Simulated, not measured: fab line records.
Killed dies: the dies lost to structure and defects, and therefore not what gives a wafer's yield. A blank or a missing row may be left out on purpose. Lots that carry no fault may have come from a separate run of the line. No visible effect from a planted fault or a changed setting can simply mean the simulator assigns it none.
Comparing a struck lot with a sound one ; flow sky130 ; 43 steps out of a route of 708
Sound: these wafers, L729.3, L729.5, L729.6. Wafers L732.1, L732.3, L732.4 were the ones struck. The cause is named last.
Each step with rows lists, per side, the tool, then ch with its chambers, then its first start. Under that, the readings that differ: sound wafers ; struck wafers ; difference of the means ; sigmas: that difference in standard deviations of wafers without a fault.
alike: readings with means less than 2 such deviations apart, plus words and numbers identical on both sides. not compared: withheld readings, readings lacking a value on some wafer, bounds such as >300 that could conceal the same value, and numbers that have no deviation in the record and whose values overlap.
Wherever a step has rows on one side only, a row that says differs or no value, or a row with sigmas, the two part there. Numbers that have no deviation but don't overlap get no sigmas and don't part them. A reading missing from all wafers of one side parts the sides only when that side holds two or more wafers.

SKY_FIELD_ISO_ETCH_17: etches Si in HBr/Cl2/O2, target depth 342 nm, time 97.7 s.
  sound on rie si-02 ch 0,1, day 3 08:17; struck on rie si-02 ch 0,2,3, day 3 22:17
  alike: drypump motor current A, oes product au, rf fwd power W, throttle valve pct
  not compared: rf hours counter h
then, 5 steps without rows for these wafers: SKY_FIELD_ISO_WET_ETCH_18 (etches Si3N4 in H3PO4, target depth 25 nm, time 286 s); SKY_FIELD_ISO_CLEAN_19 (cleans in SC1/SC2, time 150 s); SKY_FIELD_ISO_CLEAN_20 (cleans in dHF, time 20 s); SKY_FIELD_ISO_WET_ETCH_21 (etches SiO2 in dHF, target depth 20 nm, time 400 s); SKY_FIELD_ISO_OXIDATION_22 (stabilise 600 s, purge 300 s, target thk 10 nm).
SKY_FIELD_ISO_THK_MEAS_23:
  sound on film metro-02 at day 3 11:08; struck on film metro-03 at day 4 01:40
  alike: FIELD_ISO_OXIDATION_01_THK
then, 1 step without rows for these wafers: SKY_FIELD_ISO_CVD_24 (deposits SiO2, target thk 595 nm, time 99.2 s).
SKY_FIELD_ISO_THK_MEAS_25:
  sound on film metro-04 at day 3 11:16; struck on film metro-04 at day 4 01:48
  alike: FIELD_ISO_CVD_24_THK
then, 1 step without rows for these wafers: SKY_FIELD_ISO_ANNEAL_26 (time 1800 s).
SKY_FIELD_ISO_CMP_27: polishes, stops on Si3N4, t overpolish 16 s, target thk 457.8 nm.
  sound on cmp-01 ch 0,3, day 3 12:49; struck on cmp-02 ch 0,1,2, day 4 03:22
reading;sound;struck;difference;sigmas
time to endpoint s (s);108 102 104;111 111 119;+9;+2
  alike: motor current A, overpolish run s, retaining ring pressure frac, slurry filter dp kPa
then, 1 step without rows for these wafers: SKY_FIELD_ISO_WET_ETCH_28 (etches SiO2 in dHF, target depth 23.7 nm, time 47 s).
SKY_FIELD_ISO_WET_ETCH_29: etches Si3N4 in H3PO4, target depth 160 nm, time 1825 s.
  sound on wet bench-01 ch 1, day 3 13:08; struck on wet bench-01 ch 0, day 4 03:41
then, 3 steps without rows for these wafers: SKY_FIELD_ISO_WET_ETCH_30 (etches SiO2 in dHF, target depth 25 nm, time 50 s); SKY_NWELL_CLEAN_00 (cleans in SC1/SC2, time 150 s); SKY_NWELL_OXIDATION_01 (stabilise 600 s, purge 300 s, target thk 10 nm).
SKY_NWELL_THK_MEAS_02:
  sound on film metro-03 at day 3 16:35; struck on film metro-03 at day 4 06:02
  alike: NWELL_OXIDATION_THK
then, 8 steps without rows for these wafers: SKY_DNWELL_DEHYDRATE_00 (time 60 s); SKY_DNWELL_HMDS_01 (prime time 60 s); SKY_DNWELL_COAT_02 (resist thk 3000 nm); SKY_DNWELL_SOFTBAKE_03; SKY_DNWELL_EXPOSE_04 (exposes mask DNM, target cd 3000 nm); SKY_DNWELL_PEB_05; SKY_DNWELL_DEVELOP_06 (develop time 60 s); SKY_DNWELL_IMPLANT_07.
SKY_DNWELL_STRIP_08: strips in O2/N2.
  sound on plasma asher-03 ch 0,1, day 4 09:30; struck on plasma asher-02 ch 0,1, day 4 22:43
  alike: drypump motor current A, oes product au, strip time to endpoint s
  not compared: rf hours counter h
SKY_DNWELL_TW_MEAS_09:
  sound on film metro-01 at day 4 09:35; struck on film metro-03 at day 4 22:49
  alike: DNWELL_TW
then, 7 steps without rows for these wafers: SKY_PWDE_DEHYDRATE_00 (time 60 s); SKY_PWDE_HMDS_01 (prime time 60 s); SKY_PWDE_COAT_02 (resist thk 3000 nm); SKY_PWDE_SOFTBAKE_03; SKY_PWDE_EXPOSE_04 (exposes mask PWDEM, target cd 840 nm); SKY_PWDE_PEB_05; SKY_PWDE_DEVELOP_06 (develop time 61.84 s).
SKY_PWDE_OVL_MEAS_07:
  sound on overlay-02 at day 5 02:55; struck on overlay-01 at day 5 16:33
  alike: PWDE_OVL
then, 1 step without rows for these wafers: SKY_PWDE_IMPLANT_08.
SKY_PWDE_STRIP_09: strips in O2/N2.
  sound on plasma asher-01 ch 0,1, day 5 03:07; struck on plasma asher-01 ch 0,1, day 5 16:44
  alike: drypump motor current A, oes product au, strip time to endpoint s
  not compared: rf hours counter h
SKY_PWDE_TW_MEAS_10:
  sound on film metro-01 at day 5 03:13; struck on film metro-02 at day 5 16:50
  alike: PWDE_TW
then, 4 steps without rows for these wafers: SKY_NWELL_DEHYDRATE_03 (time 60 s); SKY_NWELL_HMDS_04 (prime time 60 s); SKY_NWELL_COAT_05 (resist thk 3000 nm); SKY_NWELL_SOFTBAKE_06.
-- the record jumps here: 42 days lie between the struck wafers' starts before and after (it left off in module NWELL and takes up again in module PAD_OPEN, whose first step shown is number 708 of the route) --
SKY_PAD_OPEN_PROBE_99:
  sound on prober-02 at day 47 07:00; struck on prober-01 at day 48 01:58
reading;sound;struck;difference;sigmas
killed at front end;18 15;39 50 32;+24;+5
killed dies;89 68;110 120 116;+37;+4
  alike: killed_at_M0_to_M3, killed_at_M4_up, killed at contacts, killed at other, killed open, killed short

## WHERE THEY PART
At SKY_FIELD_ISO_CMP_27 first; at SKY_PAD_OPEN_PROBE_99 last (within this record only).

WHY: what the simulator had put in
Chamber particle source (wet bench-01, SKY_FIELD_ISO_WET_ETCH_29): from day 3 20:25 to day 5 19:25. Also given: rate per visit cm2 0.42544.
